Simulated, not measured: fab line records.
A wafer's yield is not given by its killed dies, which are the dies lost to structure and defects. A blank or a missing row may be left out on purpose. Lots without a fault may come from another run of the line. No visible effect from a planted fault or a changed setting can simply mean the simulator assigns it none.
8D (eight disciplines) problem report, filled in by code -- flow sky130 -- the parts of the form that need people (team, actions taken, sign-off) are left out

== 1. WHAT IS WRONG ==
LDD_N_TW at SKY_LDD_N_TW_MEAS_17 reads a mean of 2443 on 6 wafers of 2 lots; wafers without a fault read 2592 with a standard deviation of 10. That puts it -15 standard deviations away from the usual mean.
First observed at day 22 01:13: wafer L323.3, on filmMetro-02. The record has a number at this step for 42 wafers belonging to 14 lots. The rule behind "out" and "out of limits": a value lying over 4 standard deviations away from the usual mean. The other wafers with a number count as sound.

== 2. WHAT THIS IS AND IS NOT ==
question,is,is not
which readings at this step,LDD_N_TW,-
which lots,"L323, L324","L313, L315, L325, L326, L327, L328, L329, L330, L331, L332, L334, L335"
which wafers of those lots,all that have a number,-
read on which gauges,filmMetro-02,"filmMetro-01, filmMetro-04"
when,from day 22 01:13,"up to then (6 sound wafers); but 30 sound wafers of L325, L326, L327, L328, L329, L330, L331, L332, L334, L335 came after"

== 3. THE SUSPECTS, EACH WITH WHAT RULES IT OUT ==
Counting: a tool stays on the suspect list if, at a process step up to the reading, it processed all lots that are out and no sound lot following the first of them.
- ruled out: the gauge at SKY_LDD_N_TW_MEAS_17. All the wafers that are out were read on filmMetro-02, but those of them that SKY_LDD_N_STRIP_16 has rows for are out there too, on other tools.
- implanter-01 at SKY_LDD_N_IMPLANT_11: ruled out as a lasting fault. Sound lots L325, L326, L328, L329, L331 ran on it after its first lot that is out, L323 (day 22 00:24).
Left after counting: nothing in the record.

== 4. THE CAUSE (what the simulator had put in) ==
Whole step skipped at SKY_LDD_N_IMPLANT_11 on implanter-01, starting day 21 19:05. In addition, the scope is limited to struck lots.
It was ruled out by counting, in error; the rule expects a fault to strike all lots run on its tool from its start on, and this fault did not.

== 5. SEQUENCE OF EFFECTS, ordered by route ==
Each row: a reading whose mean over the struck wafers that have a number lies more than 3 standard deviations from the usual. Readings are gone through only where the record gives a usual standard deviation; hours: the median, over the lots, of the time from a lot's start at the first step in this table giving one to that lot's start at this step; sigmas: the change measured in usual standard deviations.
hours,step,reading,usual,on struck wafers,change,sigmas
0,SKY_LDD_N_STRIP_16,stripTimeToEndpointS,4.317 s,4.130,-0.187,-13
0,SKY_LDD_N_TW_MEAS_17,LDD_N_TW,2592,2443,-149,-15
Process steps it contains:
- SKY_LDD_N_STRIP_16: strips in O2/N2.
Readings that are blank on the struck wafers while sound wafers have them: beamEnergyKeV at SKY_LDD_N_IMPLANT_11; beamOnS at SKY_LDD_N_IMPLANT_11.

== 6. WHAT WOULD HAVE CAUGHT IT SOONER ==
6 hours passed between the start of the fault at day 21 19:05 and the first reading out of limits at a measuring or inspecting step in this record, taken at day 22 01:13.
At SKY_LDD_N_IMPLANT_11 the tool's readings are blank on the struck wafers, where sound wafers have them: an empty tool record is the first sign, and it was there at once.
